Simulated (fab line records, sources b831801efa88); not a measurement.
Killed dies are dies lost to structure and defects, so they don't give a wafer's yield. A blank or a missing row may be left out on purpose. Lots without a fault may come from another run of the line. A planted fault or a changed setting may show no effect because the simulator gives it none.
Chamber matching | flow sky130 | SKY_VIA1_HDPCVD_00 on hdpcvd-01: 3 sister chambers
The step deposits SiO2, target thk 1030 nm, time 171.7 s. 3 wafers are shown with their chamber, then 7 later ones without.

WAFERS WITH THEIR CHAMBER
wafer  | chamber | susceptor_temp_C (C)
L704.6 | 0       | 399.95
L705.1 | 1       | 400.07
L705.3 | 2       | 399.90

WAFERS WITHOUT THEIR CHAMBER
wafer  | susceptor_temp_C (C)
L705.6 | 400.05
L709.1 | 400.01
L709.2 | 399.94
L709.6 | 400.14
L711.2 | 400.34
L711.5 | 400.30
L711.6 | 399.89

WHICH CHAMBER EACH WENT THROUGH
wafer  | from the rows above          | in truth
L705.6 | can't be placed: 1 or 0 or 2 | 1
L709.1 | can't be placed: 0 or 1 or 2 | 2
L709.2 | can't be placed: 0 or 2 or 1 | 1
L709.6 | can't be placed: 1 or 0 or 2 | 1
L711.2 | can't be placed: 1 or 0 or 2 | 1
L711.5 | can't be placed: 1 or 0 or 2 | 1
L711.6 | can't be placed: 2 or 0 or 1 | 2
Placed correctly: 0 of 7. Can't be placed from these rows: 7 (the true chamber is among the candidates in 7). Placed wrongly: 0.
How it was worked out, from the rows above alone: a wafer's distance from a chamber is the root of the sum, over the readings, of the square of ((its reading less the chamber's mean) divided by the reading's scatter). The wafer belongs to the nearest chamber; if the next one is less than 2 further off, it can't be placed. A chamber's mean is the mean of its shown wafers. The scatter: with one shown wafer a chamber, the root of the mean of the squares of how far each hidden wafer lies from its nearest shown one.
